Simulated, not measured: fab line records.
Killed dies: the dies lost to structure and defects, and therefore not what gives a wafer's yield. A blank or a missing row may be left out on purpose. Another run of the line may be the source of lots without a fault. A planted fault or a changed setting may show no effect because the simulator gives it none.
A lot that was struck, set against a sound lot | flow sky130 | 43 steps out of a route of 708
Sound: the wafers L723.2, L723.3, L723.5. Struck: wafer L740.1 (left out: L740.2, L740.4 of the same lot, which were not struck); the cause appears at the end.
For every step that has rows: the tool of each side, followed by ch and its chambers, followed by its first start. Under that, the readings that differ: sound wafers | struck wafers | difference of the means | sigmas: that difference in standard deviations of wafers without a fault.
alike: readings with means less than 2 such deviations apart, plus words and numbers identical on both sides. not compared: withheld readings, readings lacking a value on some wafer, bounds such as >300 that could conceal the same value, and numbers that have no deviation in the record and whose values overlap.
The two part at a step that has a row with sigmas, a row that says differs or no value, or rows on one side only. Non-overlapping numbers with no deviation appear without sigmas and do not part them. A reading missing from all wafers of one side parts the sides only when that side holds two or more wafers.

SKY_LOCAL_INTERCONNECT_RS_MEAS_01: measurement is done with a four-point probe.
  sound: film metro-01 at day 30 00:49; struck: film metro-04 at day 35 02:59
  reading                            | sound             | struck | difference | sigmas
  LOCAL_INTERCONNECT_TIN_RS (ohm/sq) | 14.02 13.94 14.09 | 14.38  | +0.36      | +2
SKY_LOCAL_INTERCONNECT_THK_MEAS_02: measures by xrf.
  sound: film metro-01 at day 30 00:55; struck: film metro-04 at day 35 03:06
  alike: LOCAL_INTERCONNECT_TIN_THK
then, 8 steps without rows for these wafers: SKY_LOCAL_INTERCONNECT_DEHYDRATE_03 (time 60 s); SKY_LOCAL_INTERCONNECT_HMDS_04 (prime time 60 s); SKY_LOCAL_INTERCONNECT_COAT_05 (resist thk 60 nm); SKY_LOCAL_INTERCONNECT_COAT_06 (resist thk 450 nm); SKY_LOCAL_INTERCONNECT_SOFTBAKE_07 (time 90 s); SKY_LOCAL_INTERCONNECT_EXPOSE_08 (exposes mask LI1M, target cd 170 nm); SKY_LOCAL_INTERCONNECT_PEB_09; SKY_LOCAL_INTERCONNECT_DEVELOP_10 (develop time 60 s).
SKY_LOCAL_INTERCONNECT_CD_MEAS_11: target cd 170 nm.
  sound: cd sem-02 at day 31 03:31; struck: cd sem-02 at day 36 05:56
  alike: cd nm
SKY_LOCAL_INTERCONNECT_OVL_MEAS_12:
  sound: overlay-02 at day 31 03:37; struck: overlay-02 at day 36 06:03
  alike: LOCAL_INTERCONNECT_OVL
SKY_LOCAL_INTERCONNECT_ETCH_13: etches BARC in N2/H2, stops on SiO2, time 45.9 s, target depth 60 nm.
  sound on rie metal-01 ch 0,1, day 31 03:39; struck on rie metal-03 ch 1, day 36 06:05
  reading            | sound             | struck | difference | sigmas
  rf fwd power W (W) | 498.8 496.4 499.7 | 492.4  | -5.9       | -2
  alike: drypump motor current A, oes product au, throttle valve pct
  not compared: rf hours counter h
SKY_LOCAL_INTERCONNECT_METAL_ETCH_14: etches TiN in Cl2/BCl3, stops on PSG, target depth 110 nm, time 31.4 s.
  sound on rie metal-01 ch 0,1, day 31 03:43; struck on rie metal-03 ch 1, day 36 06:09
  reading            | sound       | struck | difference | sigmas
  rf fwd power W (W) | 893 893 895 | 882    | -12        | -2
  alike: drypump motor current A, oes product au, throttle valve pct
  not compared: rf hours counter h
SKY_LOCAL_INTERCONNECT_STRIP_15: strips in O2/N2.
  sound on plasma asher-01 ch 0,1, day 31 03:46; struck on plasma asher-01 ch 1, day 36 06:12
  alike: drypump motor current A, oes product au, strip time to endpoint s
  not compared: rf hours counter h
then, 4 steps without rows for these wafers: SKY_LOCAL_INTERCONNECT_STRIP_16 (strips in post etch residue remover, time 1200 s); SKY_LOCAL_INTERCONNECT_CLEAN_17 (cleans in IPA, time 180 s); SKY_LOCAL_INTERCONNECT_CLEAN_18 (cleans in O3/DIW); SKY_CONTACT_CVD_00 (deposits Si3N4, target thk 75 nm).
SKY_CONTACT_THK_MEAS_01:
  sound: film metro-04 at day 31 04:24; struck: film metro-02 at day 36 06:50
  alike: CONTACT_CVD_00_THK
then, 1 step without rows for these wafers: SKY_CONTACT_HDPCVD_02 (deposits SiO2, target thk 565 nm, time 94.2 s).
SKY_CONTACT_THK_MEAS_03:
  sound: film metro-02 at day 31 04:32; struck: film metro-04 at day 36 06:58
  alike: CONTACT_HDPCVD_THK
SKY_CONTACT_CMP_04: polishes SiO2.
  sound on cmp-02 ch 2,3, day 31 04:35; struck on cmp-01 ch 0, day 36 07:05
  alike: motor current A, platen rpm, time to endpoint s
SKY_CONTACT_BOW_MEAS_05:
  sound: film metro-04 at day 31 04:54; struck: film metro-02 at day 36 07:20
  alike: CONTACT_BOW
then, 8 steps without rows for these wafers: SKY_CONTACT_DEHYDRATE_06 (time 60 s); SKY_CONTACT_HMDS_07 (prime time 60 s); SKY_CONTACT_COAT_08 (resist thk 60 nm); SKY_CONTACT_COAT_09 (resist thk 450 nm); SKY_CONTACT_SOFTBAKE_10 (time 90 s); SKY_CONTACT_EXPOSE_11 (exposes mask CTM1, target cd 170 nm); SKY_CONTACT_PEB_12; SKY_CONTACT_DEVELOP_13 (develop time 60 s).
SKY_CONTACT_CD_MEAS_14: target cd 170 nm.
  sound: cd sem-01 at day 32 08:22; struck: cd sem-02 at day 37 09:30
  alike: cd nm
SKY_CONTACT_OVL_MEAS_15:
  sound: overlay-02 at day 32 08:28; struck: overlay-01 at day 37 09:37
  alike: CONTACT_OVL
SKY_CONTACT_ETCH_16: etches BARC in N2/H2, stops on SiO2, time 45.9 s, target depth 60 nm.
  sound on rie diel-03 ch 0,1,2, day 32 08:30; struck on rie diel-04 ch 2, day 37 09:39
  reading                     | sound       | struck | difference | sigmas
  drypump motor current A (A) | 5.0 6.0 5.2 | 6.6    | +1.2       | +2
  alike: oes product au, rf fwd power W, throttle valve pct
  not compared: rf hours counter h
then, 6 steps without rows for these wafers: SKY_CONTACT_ETCH_17 (etches SiO2 in C4F8/O2/Ar, stops on Si3N4, target depth 340 nm); SKY_CONTACT_ETCH_18 (etches Si3N4 in CHF3/O2, stops on TiN, time 39 s, target depth 75 nm); SKY_CONTACT_STRIP_19 (strips in O2/N2); SKY_CONTACT_STRIP_20 (strips in post etch residue remover, time 1200 s); SKY_CONTACT_CLEAN_21 (cleans in IPA, time 180 s); SKY_CONTACT_CLEAN_22 (cleans in O3/DIW).
SKY_CONTACT_SPUTTER_23: material TiN, target thk 20 nm, time 78.68 s.
  sound: pvd sputter-04 at day 32 09:14; struck: pvd sputter-01 at day 37 10:23
  alike: throttle valve pct
-- the record jumps here: 13 days lie between the struck wafers' starts before and after (it left off in module CONTACT and takes up again in module PAD_OPEN, whose first step shown is number 708 of the route) --
SKY_PAD_OPEN_PROBE_99:
  only the struck wafers here have rows in the record (prober-01, day 50 03:08); the sound ones have none

== WHERE THEY PART ==
Earliest at SKY_LOCAL_INTERCONNECT_RS_MEAS_01; latest, in this record, at SKY_PAD_OPEN_PROBE_99.

WHY: what the simulator had put in
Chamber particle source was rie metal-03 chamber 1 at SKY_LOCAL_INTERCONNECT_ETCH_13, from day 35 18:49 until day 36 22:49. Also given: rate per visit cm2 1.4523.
